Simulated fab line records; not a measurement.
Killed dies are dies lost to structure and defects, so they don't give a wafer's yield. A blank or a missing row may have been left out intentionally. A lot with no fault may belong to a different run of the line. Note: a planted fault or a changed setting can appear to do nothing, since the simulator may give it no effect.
fab line records | flow sky130
[record] lots = 13 wafers = 39 last-day = 50
route steps=708 shown LOCAL_INTERCONNECT@389 CONTACT@407 PAD_OPEN@708
lots that met no fault: taken from a fault-free run of the same line
start-h: hours from the record's opening day to when the first of the lot's shown wafers began | wait-h: hours elapsed since this lot's preceding step | " as in the row above | L1.1+2: a single row standing in for several wafers | - value missing, or start not given | * or withheld: withheld | < > ~ a bound
route shown NAME@n: a module of which the file shows steps, and the number in the route of the first | usual: mean/standard deviation of fault-free wafers | same: alike in all rows | chamber/n: place in a boat | sites: the reading at each site | _std_site: standard deviation across them | _edge_site: mean of outer sites minus mean of inner sites | radius-mm: for every site, how far away it sits from the centre of the wafer | mask NAME#n: copy n | behind: the last tool/chamber to shape the wafer | hold: what put the lot on hold/how long, in hours/how the hold closed | device: transistor that didn't switch, given as n, p or np | end of line: the same wafers' tests at the end of the route | a step without rows: its recipe alone | killed: count of dies lost to structure and defects at first sort (not the wafer's yield) | map: a wafer's dies, x killed, . not, _ none there
set.NAME: the setting the step ran with; set.NAME@STEP: the setting that earlier step ran with | model.NAME: the simulator's own value behind a step, which no gauge read
the route's steps for a sample of lots (tables are steps, rows are wafers)
services: when a tool's chamber went out of use (start-h, in hours from the record's first day, below 0 if earlier), for how many hours, and the reason
[[steps]]
[step SKY_LOCAL_INTERCONNECT_THK_MEAS_02]
[recipe] thk-meas-gauge = xrf reads = TiN_of_LOCAL_INTERCONNECT_SPUTTER_00
[usual] LOCAL_INTERCONNECT_TIN_THK = 99.6/1.2
// columns lot.wafer tool chamber start-h wait-h LOCAL_INTERCONNECT_TIN_THK[nm]
L342.3 film-metro-04 - 678.61 0.1 99.8
L342.4 " - " " 101.2
L342.5 " - " " 100.6
L344.1 film-metro-01 - 692.21 0.1 99.7
L344.3 " - " " 98.5
L344.6 " - " " 99.7
L345.1 film-metro-03 - 713.38 0.1 98.3
L345.3 " - " " 98.7
L345.5 " - " " 99.6
L347.1 film-metro-04 - 732.11 0.1 100.4
L347.5 " - " " 101.1
L347.6 " - " " 100.0
L350.1 film-metro-04 - 758.20 0.1 99.1
L350.2 " - " " 97.7
L350.3 " - " " 97.9
L351.1 film-metro-03 - 764.23 0.1 99.7
L351.3 " - " " 98.2
L351.6 " - " " 98.3
L355.1 film-metro-01 - 788.12 0.1 99.6
L355.4 " - " " 100.9
L355.6 " - " " 100.9
L358.1 film-metro-03 - 805.13 0.1 99.7
L358.2 " - " " 100.1
L358.4 " - " " 101.6
L359.2 film-metro-04 - 815.69 0.1 99.7
L359.3 " - " " 100.1
L359.5 " - " " 100.8
L360.1 film-metro-01 - 819.91 0.1 99.7
L360.5 " - " " 98.7
L360.6 " - " " 99.0
L363.1 film-metro-04 - 847.54 0.1 99.6
L363.3 " - " " 99.7
L363.6 " - " " 99.2
L364.3 film-metro-01 - 853.43 0.1 100.5
L364.4 " - " " 100.0
L364.6 " - " " 100.2
L365.4 film-metro-03 - 865.33 0.1 98.7
L365.5 " - " " 99.6
L365.6 " - " " 99.7
[step SKY_CONTACT_THK_MEAS_01]
[recipe] reads = Si3N4_of_CONTACT_CVD_00
[usual] CONTACT_CVD_00_THK = 74.8/0.93
// columns lot.wafer tool chamber start-h wait-h CONTACT_CVD_00_THK[nm]
L342.3 film-metro-03 - 706.66 - 74.0
L342.4 " - " " 74.0
L342.5 " - " " 74.1
L344.1 film-metro-02 - 721.01 - 73.4
L344.3 " - " " 73.6
L344.6 " - " " 74.6
L345.1 film-metro-03 - 741.01 - 75.0
L345.3 " - " " 74.3
L345.5 " - " " 74.6
L347.1 film-metro-02 - 760.29 - 74.8
L347.5 " - " " 75.1
L347.6 " - " " 75.6
L350.1 film-metro-02 - 785.89 - 74.0
L350.2 " - " " 75.0
L350.3 " - " " 75.5
L351.1 film-metro-03 - 792.35 - 73.7
L351.3 " - " " 74.9
L351.6 " - " " 76.0
L355.1 film-metro-03 - 815.34 - 74.9
L355.4 " - " " 75.7
L355.6 " - " " 76.7
L358.1 film-metro-03 - 832.23 - 74.1
L358.2 " - " " 73.9
L358.4 " - " " 75.3
L359.2 film-metro-01 - 842.88 - 74.2
L359.3 " - " " 74.7
L359.5 " - " " 75.2
L360.1 film-metro-01 - 847.39 - 73.7
L360.5 " - " " 74.0
L360.6 " - " " 74.6
L363.1 film-metro-02 - 873.65 - 74.7
L363.3 " - " " 75.3
L363.6 " - " " 75.7
L364.3 film-metro-02 - 880.05 - 74.8
L364.4 " - " " 75.9
L364.6 " - " " 74.5
L365.4 film-metro-03 - 891.93 - 75.3
L365.5 " - " " 74.8
L365.6 " - " " 75.9
[step SKY_CONTACT_CD_MEAS_14]
[recipe] target-cd-nm = 170
[usual] cd-nm = 170.1/1.8
// columns lot.wafer tool chamber start-h wait-h cd-nm
L342.3 cd-sem-02 - 734.65 - 168.2
L342.4 " - " " 170.5
L342.5 " - " " 168.2
L344.1 cd-sem-02 - 747.61 - 171.3
L344.3 " - " " 172.1
L344.6 " - " " 172.1
L345.1 cd-sem-02 - 768.70 - 172.2
L345.3 " - " " 172.7
L345.5 " - " " 170.3
L347.1 cd-sem-01 - 788.41 - 167.6
L347.5 " - " " 168.8
L347.6 " - " " 168.6
L350.1 cd-sem-02 - 813.10 - 170.0
L350.2 " - " " 168.2
L350.3 " - " " 169.2
L351.1 cd-sem-01 - 819.20 - 166.8
L351.3 " - " " 166.7
L351.6 " - " " 167.0
L355.1 cd-sem-01 - 842.25 - 170.4
L355.4 " - " " 169.7
L355.6 " - " " 170.6
L358.1 cd-sem-01 - 859.00 - 170.4
L358.2 " - " " 171.1
L358.4 " - " " 170.3
L359.2 cd-sem-01 - 869.27 - 167.1
L359.3 " - " " 168.3
L359.5 " - " " 168.2
L360.1 cd-sem-02 - 873.04 - 172.2
L360.5 " - " " 170.8
L360.6 " - " " 170.4
L363.1 cd-sem-02 - 899.71 - 172.1
L363.3 " - " " 173.1
L363.6 " - " " 173.7
L364.3 cd-sem-01 - 906.40 - 172.3
L364.4 " - " " 170.7
L364.6 " - " " 172.1
L365.4 cd-sem-01 - 917.56 - 172.1
L365.5 " - " " 172.6
L365.6 " - " " 173.2
[step SKY_CONTACT_CMP_27]
[recipe] stop-on = SiO2 t-overpolish-s = 15 down-force-psi = 3.5 platen-rpm = 60 target-thk-nm = 0 pad-velocity-m-s = 0.94248
[usual] edge-zone-pressure-frac = 1.000/0.0049 head-pressure-psi = 3.499/0.0078 motor-current-A = 11.3/0.8 overpolish-run-s = 15.001/0.0087 slurry-flow-ml-min = 150.0/0.44 time-to-endpoint-s = 83/3.2
// columns lot.wafer tool chamber start-h wait-h edge-zone-pressure-frac head-pressure-psi motor-current-A overpolish-run-s slurry-flow-ml-min time-to-endpoint-s
L342.3 cmp-02 2 735.87 0.0 0.998 3.501 12.7 15.000 150.4 78
L342.4 " 1 " " 0.996 3.507 10.7 14.997 150.0 77
L342.5 " 2 " " 1.004 3.501 12.3 15.005 150.1 81
L344.3 cmp-02 2 749.11 0.3 0.991 3.514 12.4 14.988 150.2 84
L344.1 " 1 " " 1.005 3.481 11.2 14.998 149.5 80
L344.6 " 3 " " 0.998 3.512 11.3 15.008 149.6 87
L345.1 cmp-02 3 769.97 0.1 0.995 3.499 11.1 14.997 150.0 85
L345.3 " 0 " " 1.004 3.485 12.3 14.993 150.1 88
L345.5 " 3 " " 1.001 3.489 10.5 15.010 149.6 86
L347.1 cmp-02 3 789.77 0.1 1.002 3.495 11.1 15.009 149.5 82
L347.6 " 1 " " 0.994 3.499 11.1 14.993 150.3 82
L347.5 " 2 " " 0.998 3.498 11.6 15.007 150.1 82
L350.1 cmp-01 0 814.33 0.1 1.003 3.493 11.0 15.005 150.1 81
L350.2 " 1 " " 0.994 3.507 10.7 15.000 150.4 82
L350.3 " 2 " " 1.002 3.500 12.5 14.999 149.3 80
L351.3 cmp-02 2 820.54 0.1 1.002 3.495 12.0 15.000 150.1 83
L351.1 " 3 " " 1.004 3.504 10.7 15.004 149.6 85
L351.6 " 0 " " 0.999 3.499 11.3 15.008 149.7 90
L355.4 cmp-02 3 843.70 0.2 1.003 3.485 11.1 15.018 150.2 86
L355.1 " 0 " " 0.996 3.494 11.2 14.995 150.3 88
L355.6 " 2 " " 1.000 3.507 11.7 15.016 149.9 87
L358.1 cmp-02 3 860.28 0.1 - - - - - -
L358.2 " 0 " " - - - - - -
L358.4 " 1 " " - - - - - -
L359.3 cmp-02 1 870.52 0.0 - - - - - -
L359.2 " 2 " " - - - - - -
L359.5 " 2 " " - - - - - -
L360.1 cmp-02 3 874.27 0.1 - - - - - -
L360.5 " 3 " " - - - - - -
L360.6 " 0 " " - - - - - -
L363.3 cmp-01 1 901.00 0.1 0.993 3.500 10.4 14.985 150.3 85
L363.1 " 2 " " 1.006 3.490 12.0 15.009 150.5 81
L363.6 " 0 " " 1.007 3.488 11.5 15.003 150.7 82
L364.4 cmp-01 1 907.77 0.0 0.994 3.498 11.1 15.015 150.5 88
L364.3 " 2 " " 0.998 3.511 12.2 15.012 150.4 80
L364.6 " 1 " " 0.989 3.497 10.5 14.998 151.0 86
L365.4 cmp-01 3 918.86 0.1 0.988 3.499 9.7 15.000 150.6 85
L365.5 " 1 " " 0.997 3.490 10.7 15.008 149.2 87
L365.6 " 2 " " 0.991 3.494 12.6 15.003 150.1 78
[step SKY_PAD_OPEN_PROBE_99]
[usual] killed_at_M0_to_M3 = 44/7.5 killed_at_M4_up = 3.3/1.8 killed-at-contacts = 25/5.9 killed-at-front-end = 16/4.7 killed-at-other = 0.3/0.52 killed-dies = 89/9.9 killed-on-rim = 18/3.9 killed-open = 49/7.8 killed-short = 40/5.8
[same] gross-dies = 492 killed-at-back-side = 0
// columns lot.wafer tool chamber start-h wait-h killed_at_M0_to_M3 killed_at_M4_up killed-at-contacts killed-at-front-end killed-at-other killed-dies killed-on-rim killed-open killed-short
L342.3 prober-01 - 1077.26 0.2 39 3 21 16 0 79 12 44 35
L342.4 prober-01 - 1077.31 0.2 44 1 20 17 1 83 19 50 31
L342.5 prober-01 - 1077.36 0.2 40 2 28 12 0 82 15 45 37
L344.1 prober-01 - 1083.38 0.1 27 3 17 21 0 68 10 36 32
L344.3 prober-01 - 1083.48 0.2 46 2 27 20 0 95 19 52 43
L344.6 prober-01 - 1083.63 0.2 49 4 29 20 0 102 15 56 45
L351.1 prober-01 - 1142.51 0.1 41 2 37 18 0 98 15 53 45
L351.3 prober-01 - 1142.61 0.2 47 1 44 24 0 116 23 70 46
L351.6 prober-01 - 1142.76 0.2 44 5 26 17 0 92 14 48 44
L358.1 prober-01 - 1165.11 0.1 51 1 426 14 0 492 96 52 39
L358.2 prober-01 - 1165.16 0.1 42 4 427 19 0 492 96 57 41
L358.4 prober-01 - 1165.26 0.2 36 4 431 20 1 492 96 46 42
L359.2 prober-02 - 1174.26 0.1 35 3 432 22 0 492 96 51 38
L359.3 prober-02 - 1174.31 0.2 34 2 431 25 0 492 96 50 36
L359.5 prober-02 - 1174.41 0.2 28 7 441 15 1 492 96 45 34
L360.1 prober-01 - 1176.64 0.1 45 4 429 14 0 492 96 49 32
L360.5 prober-01 - 1176.84 0.2 34 8 436 14 0 492 96 38 36
L360.6 prober-01 - 1176.89 0.2 45 2 437 8 0 492 96 46 26
L363.1 prober-02 - 1195.36 0.1 43 0 26 17 0 86 14 49 37
L363.3 prober-02 - 1195.46 0.2 43 2 20 21 0 86 13 44 41
L363.6 prober-02 - 1195.61 0.2 41 2 17 16 1 77 23 41 35
L364.3 prober-01 - 1197.74 0.2 47 1 27 18 0 93 20 49 44
L364.4 prober-01 - 1197.79 0.2 43 3 12 9 0 67 15 39 28
L364.6 prober-01 - 1197.89 0.2 51 3 25 14 0 93 22 52 41
L365.4 prober-01 - 1204.12 0.2 41 6 20 28 0 95 17 45 50
L365.5 prober-01 - 1204.17 0.2 52 4 30 19 1 106 21 67 38
L365.6 prober-01 - 1204.22 0.2 39 4 23 14 2 82 17 43 37
// killed by level:class
L342.3 VIA1:geometric-particle:open=10 VIA3:geometric-particle:open=9 CONTACT:geometric-particle:open=7 VIA2:geometric-particle:open=7 FIELD_ISO:geometric-particle:short=5 LI_CONTACT:geometric-particle:short=5 METAL1:geometric-particle:short=4 LI_CONTACT:geometric-particle:open=3
L342.4 CONTACT:geometric-particle:open=11 VIA1:geometric-particle:open=9 VIA2:geometric-particle:short=6 VIA2:geometric-particle:open=6 VIA3:geometric-particle:open=5 FIELD_ISO:geometric-particle:short=4 FIELD_ISO:geometric-particle:open=4 POLY_GATE:geometric-particle:open=4
L342.5 CONTACT:geometric-particle:open=9 VIA1:geometric-particle:open=9 VIA2:geometric-particle:open=8 CONTACT:geometric-particle:short=7 VIA1:geometric-particle:short=6 VIA3:geometric-particle:open=5 LI_CONTACT:geometric-particle:open=4 FIELD_ISO:geometric-particle:open=3
L344.1 FIELD_ISO:geometric-particle:short=8 POLY_GATE:geometric-particle:open=6 LI_CONTACT:geometric-particle:open=6 VIA1:geometric-particle:open=6 LOCAL_INTERCONNECT:geometric-particle:short=5 VIA2:geometric-particle:short=5 FIELD_ISO:geometric-particle:open=4 VIA3:geometric-particle:open=4
L344.3 VIA2:geometric-particle:open=10 CONTACT:geometric-particle:open=9 VIA1:geometric-particle:open=9 LI_CONTACT:geometric-particle:open=7 LI_CONTACT:geometric-particle:short=7 VIA1:geometric-particle:short=6 POLY_GATE:geometric-particle:short=5 VIA3:geometric-particle:open=5
L344.6 CONTACT:geometric-particle:open=10 VIA2:geometric-particle:open=9 VIA3:geometric-particle:open=8 FIELD_ISO:geometric-particle:open=7 LI_CONTACT:geometric-particle:open=7 METAL2:geometric-particle:short=7 VIA1:geometric-particle:open=7 METAL3:geometric-particle:short=6
L351.1 CONTACT:geometric-particle:open=16 VIA1:geometric-particle:open=10 CONTACT:geometric-particle:short=9 VIA2:geometric-particle:open=7 VIA3:geometric-particle:short=6 FIELD_ISO:geometric-particle:open=5 METAL1:geometric-particle:short=5 METAL2:geometric-particle:short=5
L351.3 LI_CONTACT:geometric-particle:open=15 CONTACT:geometric-particle:open=14 CONTACT:geometric-particle:short=11 METAL1:geometric-particle:short=10 VIA1:geometric-particle:open=10 FIELD_ISO:geometric-particle:open=8 VIA3:geometric-particle:open=7 VIA2:geometric-particle:open=5
L351.6 VIA1:geometric-particle:open=9 CONTACT:geometric-particle:open=9 FIELD_ISO:geometric-particle:short=8 LI_CONTACT:geometric-particle:open=8 VIA2:geometric-particle:open=8 METAL1:geometric-particle:short=7 CONTACT:geometric-particle:short=6 METAL2:geometric-particle:short=6
L358.1 CONTACT:area-cmp=401 VIA1:geometric-particle:open=11 CONTACT:geometric-particle:open=9 VIA2:geometric-particle:open=8 VIA3:geometric-particle:open=7 POLY_GATE:geometric-particle:short=6 METAL3:geometric-particle:short=6 LI_CONTACT:geometric-particle:open=5
L358.2 CONTACT:area-cmp=394 VIA1:geometric-particle:open=17 LI_CONTACT:geometric-particle:open=12 VIA3:geometric-particle:open=9 LOCAL_INTERCONNECT:geometric-particle:short=6 CONTACT:geometric-particle:open=6 FIELD_ISO:geometric-particle:short=4 FIELD_ISO:geometric-particle:open=4
L358.4 CONTACT:area-cmp=404 CONTACT:geometric-particle:open=10 VIA1:geometric-particle:open=10 FIELD_ISO:geometric-particle:short=8 VIA1:geometric-particle:short=6 CONTACT:geometric-particle:short=5 LI_CONTACT:geometric-particle:short=4 LOCAL_INTERCONNECT:geometric-particle:short=4
L359.2 CONTACT:area-cmp=403 CONTACT:geometric-particle:open=13 FIELD_ISO:geometric-particle:open=7 LI_CONTACT:geometric-particle:open=7 VIA1:geometric-particle:open=7 METAL2:geometric-particle:short=6 FIELD_ISO:geometric-particle:short=5 VIA3:geometric-particle:open=5
L359.3 CONTACT:area-cmp=406 CONTACT:geometric-particle:open=9 VIA1:geometric-particle:open=8 FIELD_ISO:geometric-particle:open=7 LI_CONTACT:geometric-particle:open=7 VIA3:geometric-particle:open=6 FIELD_ISO:geometric-particle:short=5 POLY_GATE:geometric-particle:short=5
L359.5 CONTACT:area-cmp=413 CONTACT:geometric-particle:open=15 VIA1:geometric-particle:open=8 VIA3:geometric-particle:open=7 FIELD_ISO:geometric-particle:open=5 LOCAL_INTERCONNECT:geometric-particle:short=5 CONTACT:geometric-particle:short=5 POLY_GATE:geometric-particle:short=4
L360.1 CONTACT:area-cmp=411 VIA1:geometric-particle:open=17 VIA2:geometric-particle:open=9 CONTACT:geometric-particle:open=6 METAL2:geometric-particle:short=5 LI_CONTACT:geometric-particle:short=4 VIA1:geometric-particle:short=4 POLY_GATE:geometric-particle:open=3
L360.5 CONTACT:area-cmp=418 LI_CONTACT:geometric-particle:open=7 VIA2:geometric-particle:open=7 METAL4:geometric-particle:short=7 POLY_GATE:geometric-particle:short=6 VIA3:geometric-particle:open=6 METAL1:geometric-particle:short=5 POLY_GATE:geometric-particle:open=4
L360.6 CONTACT:area-cmp=420 VIA1:geometric-particle:open=12 VIA2:geometric-particle:open=10 LI_CONTACT:geometric-particle:open=7 VIA3:geometric-particle:open=6 VIA1:geometric-particle:short=5 METAL2:geometric-particle:short=5 POLY_GATE:geometric-particle:open=4
L363.1 VIA1:geometric-particle:open=12 VIA2:geometric-particle:open=10 CONTACT:geometric-particle:short=9 CONTACT:geometric-particle:open=7 VIA1:geometric-particle:short=7 LI_CONTACT:geometric-particle:open=6 FIELD_ISO:geometric-particle:open=5 POLY_GATE:geometric-particle:short=5
L363.3 VIA1:geometric-particle:open=13 CONTACT:geometric-particle:open=8 FIELD_ISO:geometric-particle:open=7 VIA1:geometric-particle:short=5 VIA3:geometric-particle:open=5 FIELD_ISO:geometric-particle:short=4 LI_CONTACT:geometric-particle:short=4 METAL1:geometric-particle:short=4
L363.6 VIA1:geometric-particle:open=10 VIA2:geometric-particle:open=8 CONTACT:geometric-particle:open=5 FIELD_ISO:geometric-particle:open=4 POLY_GATE:geometric-particle:short=4 LI_CONTACT:geometric-particle:open=4 METAL2:geometric-particle:short=4 VIA2:geometric-particle:short=4
L364.3 VIA1:geometric-particle:open=14 FIELD_ISO:geometric-particle:short=7 LI_CONTACT:geometric-particle:open=7 METAL1:geometric-particle:short=6 CONTACT:geometric-particle:short=6 CONTACT:geometric-particle:open=6 LOCAL_INTERCONNECT:geometric-particle:short=5 VIA1:geometric-particle:short=5
L364.4 VIA1:geometric-particle:open=10 CONTACT:geometric-particle:open=8 VIA2:geometric-particle:open=7 METAL3:geometric-particle:short=5 VIA1:geometric-particle:short=5 METAL2:geometric-particle:short=5 METAL1:geometric-particle:short=4 VIA3:geometric-particle:open=4
L364.6 VIA2:geometric-particle:open=14 CONTACT:geometric-particle:open=10 VIA3:geometric-particle:open=7 VIA1:geometric-particle:open=6 CONTACT:geometric-particle:short=6 METAL1:geometric-particle:short=5 METAL3:geometric-particle:short=5 FIELD_ISO:geometric-particle:short=4
L365.4 CONTACT:geometric-particle:short=10 METAL2:geometric-particle:short=8 POLY_GATE:geometric-particle:short=7 POLY_GATE:geometric-particle:open=7 VIA3:geometric-particle:open=7 FIELD_ISO:geometric-particle:open=6 VIA1:geometric-particle:open=6 VIA2:geometric-particle:open=5
L365.5 VIA1:geometric-particle:open=14 LI_CONTACT:geometric-particle:open=10 VIA2:geometric-particle:open=10 CONTACT:geometric-particle:open=9 VIA3:geometric-particle:open=9 POLY_GATE:geometric-particle:short=7 VIA1:geometric-particle:short=6 FIELD_ISO:geometric-particle:open=4
L365.6 VIA2:geometric-particle:open=13 CONTACT:geometric-particle:open=8 VIA3:geometric-particle:open=7 METAL2:geometric-particle:short=7 CONTACT:geometric-particle:short=6 FIELD_ISO:geometric-particle:short=5 LI_CONTACT:geometric-particle:open=5 POLY_GATE:geometric-particle:short=3
[[services]]
// columns tool chamber start-h hours kind
cmp-02 - 732.97 1.5 repair
cmp-01 - 744.00 4.0 pm
cmp-01 - 746.99 3.1 repair
cmp-01 - 748.00 - consumable-replace:conditioner
cmp-01 - 748.00 - consumable-replace:pad
cmp-02 - 848.60 5.0 pm
cmp-01 - 880.59 1.3 repair
cmp-02 - 912.37 4.0 pm
cmp-02 - 914.12 1.3 repair
cmp-02 - 916.37 - consumable-replace:conditioner
cmp-02 - 916.37 - consumable-replace:pad
[[key]]
[first-sign] step = SKY_CONTACT_CMP_27 reading = tool-record direction = missing
[effect] step = SKY_PAD_OPEN_PROBE_99 reading = killed-at-contacts direction = up sigmas = 69 usual = 25 struck = 432
[more-kills-born-at] SKY_CONTACT_CMP_27@cmp-02 = 3639
met-at SKY_CONTACT_CMP_27
struck-lots L358,L359,L360
later-rows-left-out L358.1,L358.2,L358.4,L359.2,L359.3,L359.5,L360.1,L360.5,L360.6
tester-left-out L358,L359,L360
not-acting-at SKY_LOCAL_INTERCONNECT_THK_MEAS_02,SKY_CONTACT_THK_MEAS_01,SKY_CONTACT_CD_MEAS_14
onset-between 843.70 860.28
[fault] kind = skipped-step-whole tool = cmp-02 chamber = - onset-h = 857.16 steps = SKY_CONTACT_CMP_27 scope = struck-lots-only
// tester-left-out: of these lots the tester's yield and bins aren't shown, on N5 and GAA mostly nor the transistor test; their killed dies are dies lost to structure and defects alone, not to doping, threshold or leakage, so they don't give the yield
// later-rows-left-out: the simulator's readings of these wafers behind a module that went badly wrong aren't trusted and aren't shown, but for the sort
